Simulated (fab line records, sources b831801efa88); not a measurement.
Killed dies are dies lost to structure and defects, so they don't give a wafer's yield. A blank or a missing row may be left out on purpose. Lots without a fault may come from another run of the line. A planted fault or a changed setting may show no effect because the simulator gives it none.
fab line records | flow sky130
record lots=5 wafers=15 last_day=48
route steps=708 shown SONOS_TUNNEL@160 SONOS_ONO@168 GATE_OXIDE@187 PAD_OPEN@708
lots that met no fault: from a run of the same line without faults
start_h: hours from the record's first day to the start of the lot's first wafer shown | wait_h: hours since the lot's step before | " the same as in the row above | L1.1+2: a row that stands for several wafers | - no value, or no start given | * or withheld: withheld | < > ~ a bound
route shown NAME@n: a module of which the file shows steps, and the number in the route of the first | usual: mean/standard deviation of fault-free wafers | same: alike in all rows | chamber/n: place in a boat | sites: the reading at each site | _std_site: their standard deviation | _edge_site: outer sites' mean less inner sites' | radius_mm: how far each site lies from the wafer's centre | mask NAME#n: copy n | behind: the tool/chamber that last shaped the wafer | hold: why the lot was held/for how many hours/how that ended | device: the transistor (n, p or np) that didn't switch | end of line: the same wafers' tests at the end of the route | a step without rows: its recipe alone | killed: dies lost to structure and defects at the first sort, not the wafer's yield | map: a wafer's dies, x killed, . not, _ none there
set.NAME: the setting as run; set.NAME@STEP: as run at that earlier step | model.NAME: the simulator's own value behind a step, which no gauge read
lots at some steps of the route; a table a step, a row a wafer
services: from which hour (start_h, from the record's first day; less than 0 if before it) a tool's chamber was out of use, for how many hours, and why
## steps
# step SKY_SONOS_TUNNEL_DEVELOP_06
# recipe resist=NOVOLAK developer=TMAH develop_time_s=60 dev_temp_c=23
# step SKY_SONOS_TUNNEL_CD_MEAS_07
# recipe target_cd_nm=410
# usual cd_nm=409.6/2.3
# columns lot.wafer tool chamber start_h wait_h cd_nm
L887.1 cd_sem-02 - 286.28 0.1 413.8
L887.3 " - " " 414.1
L887.4 " - " " 411.9
L891.3 cd_sem-01 - 310.72 0.1 410.5
L891.4 " - " " 412.1
L891.5 " - " " 411.7
L894.3 cd_sem-01 - 318.87 0.1 411.2
L894.4 " - " " 411.6
L894.5 " - " " 412.8
L900.2 cd_sem-01 - 362.34 0.2 408.7
L900.4 " - " " 408.2
L900.5 " - " " 409.0
L901.1 cd_sem-01 - 372.31 0.4 410.7
L901.2 " - " " 411.0
L901.3 " - " " 411.4
# step SKY_SONOS_TUNNEL_OVL_MEAS_08
# usual SONOS_TUNNEL_OVL=0.0/1.4
# columns lot.wafer tool chamber start_h wait_h SONOS_TUNNEL_OVL[nm]
L887.1 overlay-02 - 286.40 0.1 2.0
L887.3 " - " " 0.1
L887.4 " - " " 0.2
L891.3 overlay-01 - 310.82 0.1 -1.4
L891.4 " - " " 1.1
L891.5 " - " " 2.5
L894.3 overlay-02 - 318.96 0.1 0.3
L894.4 " - " " -0.5
L894.5 " - " " 0.1
L900.2 overlay-02 - 362.44 0.1 -1.6
L900.4 " - " " -0.9
L900.5 " - " " -1.1
L901.1 overlay-02 - 372.43 0.1 -1.2
L901.2 " - " " -0.7
L901.3 " - " " -0.6
# step SKY_SONOS_TUNNEL_IMPLANT_09
# recipe species=B energy_kev=20 dose_cm2=1e+12 tilt_deg=withheld
# step SKY_SONOS_TUNNEL_WET_ETCH_10
# recipe chemistry=dHF target_depth_nm=14 target=SiO2 dilution=100:1 temp_c=25 time_s=280
# step SKY_SONOS_TUNNEL_STRIP_11
# recipe chemistry=SPM time_s=600 temp_c=130
# step SKY_SONOS_TUNNEL_TW_MEAS_12
# usual SONOS_TUNNEL_TW=199.2/1.2
# columns lot.wafer tool chamber start_h wait_h SONOS_TUNNEL_TW
L887.1 film_metro-02 - 286.85 0.0 197.1
L887.3 " - " " 197.0
L887.4 " - " " 197.5
L891.3 film_metro-01 - 311.27 0.0 199.3
L891.4 " - " " 200.4
L891.5 " - " " 199.5
L894.3 film_metro-04 - 319.42 0.0 201.1
L894.4 " - " " 201.4
L894.5 " - " " 201.2
L900.2 film_metro-02 - 362.89 0.0 197.8
L900.4 " - " " 197.4
L900.5 " - " " 198.2
L901.1 film_metro-02 - 372.89 0.0 198.0
L901.2 " - " " 198.1
L901.3 " - " " 197.3
# step SKY_SONOS_TUNNEL_CLEAN_13
# recipe chemistry=dHF time_s=20 dilution=100:1 dry=ipa_marangoni
# step SKY_SONOS_ONO_OXIDATION_00
# recipe temp_c=800 ambient=O2 idle_temp_c=700 ramp_up_c_per_min=10 ramp_down_c_per_min=3 stabilise_s=600 purge_s=300 target_thk_a=26 ox_time_s=1249
# step SKY_SONOS_ONO_THK_MEAS_01
# recipe reads=SiO2_of_SONOS_ONO_OXIDATION_00
# usual SONOS_ONO_OXIDATION_THK=2.58/0.049
# columns lot.wafer tool chamber start_h wait_h SONOS_ONO_OXIDATION_THK[nm]
L887.1 film_metro-03 - 289.02 0.0 2.48
L887.3 " - " " 2.57
L887.4 " - " " 2.49
L891.3 film_metro-03 - 313.00 0.0 2.60
L891.4 " - " " 2.63
L891.5 " - " " 2.61
L894.3 film_metro-01 - 320.84 0.0 2.55
L894.4 " - " " 2.58
L894.5 " - " " 2.63
L900.2 film_metro-01 - 372.44 0.0 2.56
L900.4 " - " " 2.51
L900.5 " - " " 2.59
L901.1 film_metro-04 - 376.82 0.0 2.64
L901.2 " - " " 2.61
L901.3 " - " " 2.62
# step SKY_SONOS_ONO_CVD_02
# recipe material=Si3N4 precursor=DCS/NH3 target_thk_nm=10.5 temp_c=770 time_s=184.5 pressure_mtorr=250
# step SKY_SONOS_ONO_THK_MEAS_03
# recipe reads=Si3N4_of_SONOS_ONO_CVD_02
# usual SONOS_ONO_CVD_02_THK=10.75/0.13
# columns lot.wafer tool chamber start_h wait_h SONOS_ONO_CVD_02_THK[nm]
L887.1 film_metro-04 - 290.60 0.0 10.79
L887.3 " - " " 10.92
L887.4 " - " " 10.85
L891.3 film_metro-04 - 314.55 0.0 10.84
L891.4 " - " " 10.88
L891.5 " - " " 10.88
L894.3 film_metro-03 - 322.39 0.0 10.86
L894.4 " - " " 10.88
L894.5 " - " " 10.86
L900.2 film_metro-03 - 373.55 0.0 10.53
L900.4 " - " " 10.61
L900.5 " - " " 10.62
L901.1 film_metro-01 - 377.93 0.0 10.78
L901.2 " - " " 10.80
L901.3 " - " " 10.78
# step SKY_SONOS_ONO_CVD_04
# recipe material=SiO2 precursor=SiH4/N2O target_thk_nm=5.7199 temp_c=900 pressure_mtorr=400
# usual spike_tc_centre_C=902.2/1.4 spike_tc_lower_C=900.9/1.4 spike_tc_top_C=911.8/1 spike_tc_upper_C=900.5/1.1 susceptor_temp_C=900.0/0.41
# columns lot.wafer tool chamber start_h wait_h spike_tc_centre_C spike_tc_lower_C spike_tc_top_C spike_tc_upper_C susceptor_temp_C model.SiO2_of_SONOS_ONO_CVD_04.thk_nm
L887.1 lpcvd-03 1 290.66 0.1 899.5 900.0 913.6 902.0 900.0 5.622
L887.3 " 1 " " 902.3 899.2 912.0 903.9 900.1 5.708
L887.4 " 1 " " 900.8 900.3 912.2 900.7 900.3 5.737
L891.3 lpcvd-03 0 314.59 0.0 903.3 900.3 912.3 899.8 899.6 5.684
L891.4 " 0 " " 902.9 900.1 911.9 902.2 899.5 5.759
L891.5 " 0 " " 904.0 901.3 911.8 900.3 899.8 5.658
L894.3 lpcvd-03 0 322.43 0.0 904.1 899.9 911.2 901.5 900.1 5.732
L894.4 " 0 " " 903.3 903.1 912.2 900.9 900.3 5.802
L894.5 " 0 " " 902.2 902.3 912.9 900.4 899.5 5.752
L900.2 lpcvd-03 0 373.60 0.0 902.6 899.3 912.7 899.4 900.4 5.822
L900.4 " 0 " " 902.1 902.3 910.6 900.5 899.8 5.788
L900.5 " 0 " " 901.6 902.4 912.4 898.7 900.4 5.826
L901.1 lpcvd-03 0 377.99 0.1 911.7 910.3 921.5 909.2 908.1 6.513
L901.2 " 0 " " 910.5 909.9 921.4 910.0 908.9 6.492
L901.3 " 0 " " 911.3 910.6 920.3 909.7 908.5 6.448
# step SKY_SONOS_ONO_THK_MEAS_05
# recipe reads=SiO2_of_SONOS_ONO_CVD_04
# usual SONOS_ONO_CVD_04_THK=5.69/0.1
# columns lot.wafer tool chamber start_h wait_h hold SONOS_ONO_CVD_04_THK[nm]
L887.1 film_metro-04 - 291.91 0.0 - 5.66
L887.3 " - " " - 5.72
L887.4 " - " " - 5.65
L891.3 film_metro-01 - 316.48 0.0 - 5.63
L891.4 " - " " - 5.74
L891.5 " - " " - 5.66
L894.3 film_metro-04 - 323.70 0.0 - 5.71
L894.4 " - " " - 5.82
L894.5 " - " " - 5.79
L900.2 film_metro-01 - 374.86 0.0 - 5.82
L900.4 " - " " - 5.80
L900.5 " - " " - 5.80
L901.1 film_metro-04 - 379.24 0.0 await_dispo/0.2h/release 6.56
L901.2 " - " " await_dispo/0.2h/release 6.50
L901.3 " - " " await_dispo/0.2h/release 6.41
L901.1 film_metro-04 - 379.47 0.2 - 6.49
L901.2 " - " " - 6.50
L901.3 " - " " - 6.43
# step SKY_SONOS_ONO_HMDS_07
# recipe prime_time_s=60 prime_temp_c=120
# step SKY_SONOS_ONO_COAT_08
# recipe resist=NOVOLAK spin_rpm=3000 resist_thk_nm=1140
# step SKY_SONOS_ONO_SOFTBAKE_09
# recipe temp_c=90 time_s=60 resist=NOVOLAK
# step SKY_SONOS_ONO_EXPOSE_10
# recipe mask_id=ONOM target_cd_nm=410 na=0.6 source_shape=conventional sigma_outer=0.6 dose_mj=150
# step SKY_SONOS_ONO_PEB_11
# recipe temp_c=withheld time_s=* resist=NOVOLAK
# step SKY_SONOS_ONO_DEVELOP_12
# recipe develop_time_s=60 dev_temp_c=23
# step SKY_SONOS_ONO_CD_MEAS_13
# recipe target_cd_nm=410
# usual cd_nm=410.2/2.3
# columns lot.wafer tool chamber start_h wait_h cd_nm
L887.1 cd_sem-01 - 317.45 0.1 409.7
L887.3 " - " " 411.5
L887.4 " - " " 411.0
L891.3 cd_sem-01 - 342.82 0.1 414.7
L891.4 " - " " 413.3
L891.5 " - " " 414.5
L894.3 cd_sem-01 - 350.19 0.1 408.5
L894.4 " - " " 409.7
L894.5 " - " " 409.7
L900.2 cd_sem-01 - 400.62 0.1 408.8
L900.4 " - " " 410.9
L900.5 " - " " 410.3
L901.1 cd_sem-01 - 407.64 0.1 409.4
L901.2 " - " " 410.4
L901.3 " - " " 410.2
# step SKY_SONOS_ONO_OVL_MEAS_14
# usual SONOS_ONO_OVL=-0.3/1.3
# columns lot.wafer tool chamber start_h wait_h SONOS_ONO_OVL[nm]
L887.1 overlay-02 - 317.57 0.1 -1.7
L887.3 " - " " -2.0
L887.4 " - " " -0.8
L891.3 overlay-02 - 342.91 0.1 -2.2
L891.4 " - " " -1.2
L891.5 " - " " -1.4
L894.3 overlay-02 - 350.28 0.1 -1.4
L894.4 " - " " -1.9
L894.5 " - " " -1.5
L900.2 overlay-02 - 400.72 0.1 1.6
L900.4 " - " " 0.7
L900.5 " - " " 1.5
L901.1 overlay-02 - 407.76 0.1 0.2
L901.2 " - " " -1.8
L901.3 " - " " -1.8
# step SKY_SONOS_ONO_ETCH_15
# recipe target_depth_nm=19.52 chemistry=CHF3/O2 source_w=600 bias_w=200 pressure_mtorr=40 chf3_flow_sccm=50 O2_flow_sccm=5 time_s=7.8
# usual drypump_motor_current_A=5.7/0.43 oes_product_au=0.999/0.0069 throttle_valve_pct=8.825/0.0094
# columns lot.wafer tool chamber start_h wait_h drypump_motor_current_A oes_product_au rf_hours_counter_h throttle_valve_pct
L887.1 rie_diel-01 0 317.60 0.0 5.0 0.998 10 8.840
L887.3 " 1 " " 5.7 0.986 108 8.835
L887.4 " 2 " " 5.7 1.002 63 8.832
L891.3 rie_diel-02 0 342.93 0.0 6.1 1.005 55 8.826
L891.4 " 2 " " 5.6 0.994 0 8.830
L891.5 " 3 " " 6.1 0.998 - 8.812
L894.3 rie_diel-01 2 350.30 0.0 5.8 1.007 64 8.819
L894.4 " 0 " " 4.9 0.993 11 8.815
L894.5 " 2 " " 5.7 0.998 - 8.819
L900.2 rie_diel-01 2 400.75 0.0 5.7 1.005 65 8.842
L900.4 " 0 " " 4.9 1.018 - 8.809
L900.5 " 2 " " 5.7 1.003 - 8.834
L901.1 rie_diel-02 0 407.80 0.0 6.2 1.005 56 8.832
L901.2 " 3 " " 6.1 0.990 25 8.829
L901.3 " 2 " " 5.6 1.002 1 8.830
# step SKY_SONOS_ONO_WET_ETCH_16
# recipe chemistry=dHF target_depth_nm=14 dry=n2_spin target=SiO2 dilution=100:1 temp_c=25 time_s=280
# step SKY_SONOS_ONO_STRIP_17
# recipe chemistry=O2/N2 power_w=1400 pressure_mtorr=1500 platen_temp_c=withheld o2_flow_sccm=3000 n2_flow_sccm=300 overash_fraction=0.5
# usual drypump_motor_current_A=5.7/0.3 o2_flow_sccm=3001/8.5 oes_product_au=0.709/0.0044 strip_time_to_endpoint_s=14.08/0.039
# columns lot.wafer tool chamber start_h wait_h drypump_motor_current_A o2_flow_sccm oes_product_au rf_hours_counter_h strip_time_to_endpoint_s
L887.1 plasma_asher-02 0 317.71 0.0 5.2 2998 0.712 64 14.06
L887.3 " 0 " " 5.2 3001 0.711 - 14.07
L887.4 " 1 " " 5.8 2996 0.711 - 14.05
L891.3 plasma_asher-02 1 343.08 0.0 5.9 3004 0.708 - 14.08
L891.4 " 0 " " 5.1 3008 0.705 - 14.06
L891.5 " 1 " " 5.8 3002 0.712 - 14.15
L894.3 plasma_asher-01 0 350.44 0.0 5.6 2994 0.713 - 14.07
L894.4 " 1 " " 5.9 2997 0.712 - 14.10
L894.5 " 0 " " 5.6 2988 0.714 - 14.06
L900.2 plasma_asher-01 0 400.86 0.0 5.6 3007 0.702 69 14.04
L900.4 " 0 " " 5.6 3007 0.704 - 14.03
L900.5 " 1 " " 5.9 2996 0.715 - 14.10
L901.1 plasma_asher-01 0 407.90 0.0 5.6 2993 0.698 70 13.99
L901.2 " 1 " " 5.9 3005 0.712 70 14.03
L901.3 " 0 " " 5.6 3002 0.705 - 14.03
# step SKY_SONOS_ONO_WET_ETCH_18
# recipe chemistry=H3PO4 target_depth_nm=15 target=Si3N4 temp_c=160 time_s=172
# step SKY_GATE_OXIDE_CLEAN_00
# recipe chemistry=SC1/SC2 mix=1:4:20 temp_c=70 time_s=150 dry=n2_spin
# step SKY_GATE_OXIDE_OXIDATION_01
# recipe temp_c=900 ambient=O2 stabilise_s=600 purge_s=300 target_thk_a=102.68 ox_time_s=1473
# step SKY_GATE_OXIDE_THK_MEAS_02
# recipe reads=SiO2_of_GATE_OXIDE_OXIDATION_01
# usual GATE_OXIDE_OXIDATION_00_THK=10.24/0.19
# columns lot.wafer tool chamber start_h wait_h GATE_OXIDE_OXIDATION_00_THK[nm]
L887.1 film_metro-03 - 319.41 0.0 9.78
L887.3 " - " " 10.03
L887.4 " - " " 9.95
L891.3 film_metro-02 - 347.36 0.0 10.25
L891.4 " - " " 10.49
L891.5 " - " " 10.28
L894.3 film_metro-03 - 354.19 0.0 10.35
L894.4 " - " " 10.33
L894.5 " - " " 10.43
L900.2 film_metro-04 - 403.05 0.0 10.47
L900.4 " - " " 10.56
L900.5 " - " " 10.41
L901.1 film_metro-04 - 409.53 0.0 10.00
L901.2 " - " " 10.03
L901.3 " - " " 9.99
# step SKY_GATE_OXIDE_DEHYDRATE_03
# recipe temp_c=200 time_s=60
# step SKY_GATE_OXIDE_HMDS_04
# recipe prime_time_s=60 prime_temp_c=120
# step SKY_GATE_OXIDE_COAT_05
# recipe resist=NOVOLAK spin_rpm=3000 resist_thk_nm=1117
# step SKY_GATE_OXIDE_SOFTBAKE_06
# recipe temp_c=90 time_s=60 resist=NOVOLAK
# step SKY_GATE_OXIDE_EXPOSE_07
# recipe mask_id=LVOM na=0.6 source_shape=conventional sigma_outer=0.6 polarization=unpolarized target_cd_nm=600 dose_mj=170
# step SKY_GATE_OXIDE_PEB_08
# recipe temp_c=withheld time_s=* resist=NOVOLAK
# step SKY_GATE_OXIDE_DEVELOP_09
# recipe resist=NOVOLAK developer=TMAH develop_time_s=60 dev_temp_c=23
# step SKY_GATE_OXIDE_OVL_MEAS_10
# usual GATE_OXIDE_OVL=-0.5/1.3
# columns lot.wafer tool chamber start_h wait_h GATE_OXIDE_OVL[nm]
L887.1 overlay-02 - 346.05 0.1 0.3
L887.3 " - " " 1.8
L887.4 " - " " 2.1
L891.3 overlay-02 - 374.10 0.1 -0.9
L891.4 " - " " 1.2
L891.5 " - " " -1.2
L894.3 overlay-01 - 380.36 0.1 -0.1
L894.4 " - " " 0.2
L894.5 " - " " -0.4
L900.2 overlay-01 - 432.35 0.1 -1.9
L900.4 " - " " -2.3
L900.5 " - " " -0.6
L901.1 overlay-02 - 438.98 0.1 -1.2
L901.2 " - " " -0.2
L901.3 " - " " 0.5
# step SKY_GATE_OXIDE_IMPLANT_11
# recipe species=B energy_kev=10 dose_cm2=2.6e+12 tilt_deg=withheld
# step SKY_GATE_OXIDE_WET_ETCH_12
# recipe chemistry=dHF target_depth_nm=16.8 dry=n2_spin target=SiO2 dilution=100:1 temp_c=25 time_s=336
# step SKY_GATE_OXIDE_STRIP_13
# recipe chemistry=O2/N2 power_w=1400 pressure_mtorr=1500 platen_temp_c=withheld o2_flow_sccm=3000 n2_flow_sccm=300 overash_fraction=0.5
# usual drypump_motor_current_A=5.7/0.54 o2_flow_sccm=3000/8.2 oes_product_au=0.715/0.0042 strip_time_to_endpoint_s=13.90/0.035
# columns lot.wafer tool chamber start_h wait_h drypump_motor_current_A o2_flow_sccm oes_product_au rf_hours_counter_h strip_time_to_endpoint_s
L887.1 plasma_asher-03 1 346.34 0.0 5.8 3001 0.710 54 13.84
L887.3 " 1 " " 5.8 2999 0.718 - 13.83
L887.4 " 0 " " 6.2 3003 0.720 - 13.86
L891.3 plasma_asher-02 1 374.41 0.0 5.9 3008 0.713 - 13.90
L891.4 " 0 " " 5.1 3002 0.711 - 13.87
L891.5 " 1 " " 5.9 3006 0.717 - 13.88
L894.3 plasma_asher-02 1 380.67 0.0 5.9 3003 0.712 - 13.85
L894.4 " 0 " " 5.1 2998 0.717 - 13.82
L894.5 " 1 " " 5.9 2994 0.712 - 13.90
L900.2 plasma_asher-03 1 432.64 0.0 5.8 3001 0.721 62 13.89
L900.4 " 1 " " 5.8 3007 0.720 - 13.90
L900.5 " 1 " " 5.8 2987 0.719 - 13.92
L901.1 plasma_asher-03 0 439.27 0.0 6.2 2996 0.706 62 13.89
L901.2 " 1 " " 5.8 3000 0.720 62 13.89
L901.3 " 1 " " 5.8 3008 0.716 - 13.88
# step SKY_GATE_OXIDE_TW_MEAS_14
# usual GATE_OXIDE_TW=225.0/1.6
# columns lot.wafer tool chamber start_h wait_h GATE_OXIDE_TW
L887.1 film_metro-03 - 346.44 0.1 225.6
L887.3 " - " " 225.8
L887.4 " - " " 224.7
L891.3 film_metro-03 - 374.50 0.1 227.6
L891.4 " - " " 227.8
L891.5 " - " " 228.8
L894.3 film_metro-03 - 380.75 0.1 228.3
L894.4 " - " " 227.0
L894.5 " - " " 227.2
L900.2 film_metro-03 - 432.75 0.1 224.8
L900.4 " - " " 224.4
L900.5 " - " " 224.5
L901.1 film_metro-03 - 439.37 0.1 224.5
L901.2 " - " " 226.0
L901.3 " - " " 224.6
# step SKY_GATE_OXIDE_CLEAN_15
# recipe chemistry=SC1/SC2 mix=1:4:20 temp_c=70 time_s=150 dry=n2_spin
# usual bath_guard_temp_C=70.2/0.45
# columns lot.wafer tool chamber start_h wait_h bath_guard_temp_C model.SiO2_of_SONOS_ONO_CVD_04.thk_nm
L887.1 wet_bench-01 0 346.50 0.1 70.5 4.103
L887.3 " 0 " " 70.7 4.186
L887.4 " 0 " " 70.3 4.219
L891.3 wet_bench-01 0 374.54 0.0 70.4 4.15
L891.4 " 0 " " 70.6 4.221
L891.5 " 0 " " 70.6 4.118
L894.3 wet_bench-01 0 380.79 0.0 70.7 4.212
L894.4 " 0 " " 70.4 4.279
L894.5 " 0 " " 70.9 4.229
L900.2 wet_bench-03 2 432.80 0.0 69.0 4.315
L900.4 " 2 " " 69.2 4.282
L900.5 " 2 " " 69.1 4.322
L901.1 wet_bench-03 3 439.50 0.1 70.1 4.985
L901.2 " 3 " " 70.2 4.964
L901.3 " 3 " " 70.1 4.925
# step SKY_PAD_OPEN_PROBE_99
# usual killed_at_M0_to_M3=43/7.4 killed_at_M4_up=3.1/1.8 killed_at_contacts=26/5.6 killed_at_front_end=15/4.9 killed_at_other=0.2/0.44 killed_dies=87/10 killed_open=48/7.6 killed_short=39/6.2
# same gross_dies=492 killed_at_back_side=0
# columns lot.wafer tool chamber start_h wait_h killed_at_M0_to_M3 killed_at_M4_up killed_at_contacts killed_at_front_end killed_at_other killed_dies killed_open killed_short model.etest.sonos_erased.drive_ua_um model.etest.sonos_uncharged.r_on_ohm_um model.etest.sonos_programmed.off_log10_a_um model.etest.cap_ono.gate_log10_a_cm2 model.etest.cap_ono.gate_bv_v model.etest.cap_ono.tox_acc_nm model.etest.sonos_programmed.vt_v model.etest.sonos_erased.vt_v
L887.1 prober-02 - 1100.05 0.1 35 4 29 10 0 78 44 31 206.6 815.9 -13.9 -7.874 16.52 12.88 1.477 -2.313
L887.3 prober-02 - 1100.15 0.2 48 2 27 14 0 91 49 42 173.6 801.3 -14.01 -8.144 16.72 13.03 1.348 -2.212
L887.4 prober-02 - 1100.20 0.2 43 4 26 16 0 89 55 34 183.6 825.3 -13.97 -8.105 16.72 13.01 1.396 -2.239
L891.3 prober-02 - 1123.58 0.2 47 5 25 11 2 90 44 45 187.8 799.5 -13.96 -8.134 16.8 13.09 1.357 -2.2
L891.4 prober-02 - 1123.63 0.2 44 4 28 20 0 96 58 38 147.5 823.4 -14.05 -8.137 16.94 13.14 1.36 -2.138
L891.5 prober-02 - 1123.68 0.2 35 2 25 7 1 70 39 30 167.2 823.6 -13.97 -8.104 16.81 13.02 1.396 -2.181
L894.3 prober-01 - 1125.67 0.2 39 4 27 9 0 79 38 40 199.5 820.6 -13.85 -8.13 16.71 13.05 1.361 -2.226
L894.4 prober-01 - 1125.72 0.2 32 6 40 15 0 93 58 35 185.9 833 -13.83 -8.262 16.51 13.1 1.316 -2.176
L894.5 prober-01 - 1125.77 0.2 35 2 36 14 0 87 53 34 173.2 843.4 -13.97 -8.217 16.74 13.16 1.352 -2.154
L900.2 prober-02 - 1161.02 0.1 33 2 34 12 0 81 44 37 179.6 829.4 -14.1 -8.071 16.22 12.93 1.423 -2.254
L900.4 prober-02 - 1161.12 0.2 45 3 23 14 0 85 50 35 214.5 814.7 -13.87 -8.018 16.12 12.95 1.388 -2.312
L900.5 prober-02 - 1161.17 0.2 45 1 26 25 1 98 55 41 200.2 817.3 -13.92 -8.188 15.97 13.06 1.356 -2.252
L901.1 prober-01 - 1162.88 0.1 66 1 17 26 1 111 59 52 121.9 830.7 -12.27 -9.238 17.64 13.89 0.8927 -1.722
L901.2 prober-01 - 1162.93 0.1 46 2 24 9 1 82 40 41 108 823 -12.52 -9.199 17.74 13.84 0.88 -1.705
L901.3 prober-01 - 1162.98 0.2 53 4 31 8 1 97 51 45 114.2 838 -12.88 -9.155 16.77 13.79 0.9427 -1.745
# killed by level:class
L887.1 CONTACT:geometric_particle:open=14 VIA3:geometric_particle:open=8 CONTACT:geometric_particle:short=7 VIA2:geometric_particle:open=6 VIA3:geometric_particle:short=5 FIELD_ISO:geometric_particle:open=3 POLY_GATE:geometric_particle:short=3 POLY_GATE:geometric_particle:open=3
L887.3 VIA1:geometric_particle:open=17 CONTACT:geometric_particle:open=8 LI_CONTACT:geometric_particle:open=7 METAL2:geometric_particle:short=7 VIA2:geometric_particle:open=7 CONTACT:geometric_particle:short=6 POLY_GATE:geometric_particle:short=5 FIELD_ISO:geometric_particle:short=4
L887.4 CONTACT:geometric_particle:open=10 VIA1:geometric_particle:open=9 LI_CONTACT:geometric_particle:open=8 VIA2:geometric_particle:open=7 VIA3:geometric_particle:open=6 METAL2:geometric_particle:short=5 POLY_GATE:geometric_particle:open=4 POLY_GATE:geometric_particle:short=4
L891.3 METAL1:geometric_particle:short=10 LI_CONTACT:geometric_particle:open=8 VIA1:geometric_particle:open=8 VIA2:geometric_particle:open=7 METAL2:geometric_particle:short=5 CONTACT:geometric_particle:open=5 CONTACT:geometric_particle:short=5 LI_CONTACT:geometric_particle:short=4
L891.4 CONTACT:geometric_particle:open=16 VIA2:geometric_particle:open=10 VIA1:geometric_particle:open=9 LI_CONTACT:geometric_particle:open=6 METAL1:geometric_particle:short=6 FIELD_ISO:geometric_particle:short=5 FIELD_ISO:geometric_particle:open=4 POLY_GATE:geometric_particle:open=4
L891.5 CONTACT:geometric_particle:open=14 VIA2:geometric_particle:open=7 METAL2:geometric_particle:short=6 VIA1:geometric_particle:open=4 VIA2:geometric_particle:short=4 FIELD_ISO:geometric_particle:open=3 LI_CONTACT:geometric_particle:open=3 LI_CONTACT:geometric_particle:short=3
L894.3 CONTACT:geometric_particle:open=11 METAL1:geometric_particle:short=8 VIA1:geometric_particle:open=8 METAL2:geometric_particle:short=6 LI_CONTACT:geometric_particle:open=5 CONTACT:geometric_particle:short=5 LOCAL_INTERCONNECT:geometric_particle:short=4 VIA3:geometric_particle:open=4
L894.4 CONTACT:geometric_particle:open=18 LI_CONTACT:geometric_particle:open=9 VIA1:geometric_particle:open=8 CONTACT:geometric_particle:short=7 VIA3:geometric_particle:open=5 VIA2:geometric_particle:open=4 VIA3:geometric_particle:short=4 FIELD_ISO:geometric_particle:open=3
L894.5 CONTACT:geometric_particle:open=15 VIA1:geometric_particle:open=10 FIELD_ISO:geometric_particle:short=8 LI_CONTACT:geometric_particle:open=7 VIA1:geometric_particle:short=6 VIA2:geometric_particle:open=6 LOCAL_INTERCONNECT:geometric_particle:short=5 VIA3:geometric_particle:open=5
L900.2 VIA1:geometric_particle:open=9 LOCAL_INTERCONNECT:geometric_particle:short=8 LI_CONTACT:geometric_particle:open=7 VIA3:geometric_particle:open=7 CONTACT:geometric_particle:open=7 POLY_GATE:geometric_particle:short=5 LI_CONTACT:geometric_particle:short=5 VIA1:geometric_particle:short=5
L900.4 VIA1:geometric_particle:open=14 CONTACT:geometric_particle:open=11 VIA2:geometric_particle:open=9 FIELD_ISO:geometric_particle:short=5 LI_CONTACT:geometric_particle:open=4 VIA1:geometric_particle:short=4 CONTACT:geometric_particle:short=4 METAL3:geometric_particle:short=4
L900.5 VIA1:geometric_particle:open=17 POLY_GATE:geometric_particle:short=8 CONTACT:geometric_particle:short=8 VIA3:geometric_particle:open=8 CONTACT:geometric_particle:open=6 POLY_GATE:geometric_particle:open=6 LI_CONTACT:geometric_particle:open=6 FIELD_ISO:geometric_particle:open=4
L901.1 METAL1:geometric_particle:short=12 VIA1:geometric_particle:open=12 VIA2:geometric_particle:open=9 POLY_GATE:geometric_particle:open=8 VIA1:geometric_particle:short=8 METAL2:geometric_particle:short=8 FIELD_ISO:geometric_particle:open=7 LI_CONTACT:geometric_particle:open=7
L901.2 VIA3:geometric_particle:open=8 VIA1:geometric_particle:open=8 CONTACT:geometric_particle:open=6 CONTACT:geometric_particle:short=6 VIA1:geometric_particle:short=6 VIA2:geometric_particle:open=6 LI_CONTACT:geometric_particle:open=5 METAL1:geometric_particle:short=5
L901.3 VIA3:geometric_particle:open=9 METAL1:geometric_particle:short=8 LI_CONTACT:geometric_particle:open=8 VIA1:geometric_particle:open=8 CONTACT:geometric_particle:open=7 CONTACT:geometric_particle:short=7 METAL2:geometric_particle:short=6 VIA1:geometric_particle:short=5
## services
# columns tool chamber start_h hours kind
rie_diel-01 0 279.06 5.7 repair
plasma_asher-03 - 290.01 0.7 repair
rie_diel-02 2 303.44 - clean
rie_diel-02 2 303.44 19.6 scheduled_down
rie_diel-02 2 303.44 19.6 vent_cycle
rie_diel-02 3 352.56 2.3 repair
rie_diel-01 1 390.88 - clean
rie_diel-01 1 390.88 23.9 scheduled_down
rie_diel-01 1 390.88 23.9 vent_cycle
plasma_asher-03 - 417.98 2.8 pm
wet_bench-03 - 420.05 5.5 repair
plasma_asher-01 - 421.25 9.0 pm
plasma_asher-01 0 421.25 9.0 vent_cycle
plasma_asher-01 1 421.25 9.0 vent_cycle
plasma_asher-01 0 430.25 - clean
plasma_asher-01 1 430.25 - clean
## key
first_sign step=SKY_SONOS_ONO_CVD_04 reading=susceptor_temp_C direction=up sigmas=21 usual=* struck=*
effect step=SKY_SONOS_ONO_CVD_04 reading=spike_tc_top_C direction=up sigmas=9.3 usual=911.8 struck=921.1
effect step=SKY_SONOS_ONO_THK_MEAS_05 reading=visit direction=added
effect step=SKY_SONOS_ONO_THK_MEAS_05 reading=SONOS_ONO_CVD_04_THK direction=up sigmas=7.9 usual=5.69 struck=6.49
model_effect step=SKY_SONOS_ONO_CVD_04 value=SiO2_of_SONOS_ONO_CVD_04.thk_nm without=5.651 struck=6.484
model_effect step=SKY_GATE_OXIDE_CLEAN_15 value=SiO2_of_SONOS_ONO_CVD_04.thk_nm without=4.125 struck=4.958
model_effect step=SKY_PAD_OPEN_PROBE_99 value=etest.sonos_erased.drive_ua_um without=159.6 struck=114.7
met_at SKY_SONOS_ONO_CVD_04
struck_wafers L901.1,L901.2,L901.3
tester_left_out L901
onset_between 373.60 377.99
fault kind=process_parameter_drift tool=lpcvd-03 chamber=0 onset_h=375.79 steps=SKY_SONOS_ONO_CVD_04 channel=temp_c offset=* shape=step end_h=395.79 stated=*
# tester_left_out: of these lots the tester's yield and bins aren't shown, on N5 and GAA mostly nor the transistor test; their killed dies are dies lost to structure and defects alone, not to doping, threshold or leakage, so they don't give the yield
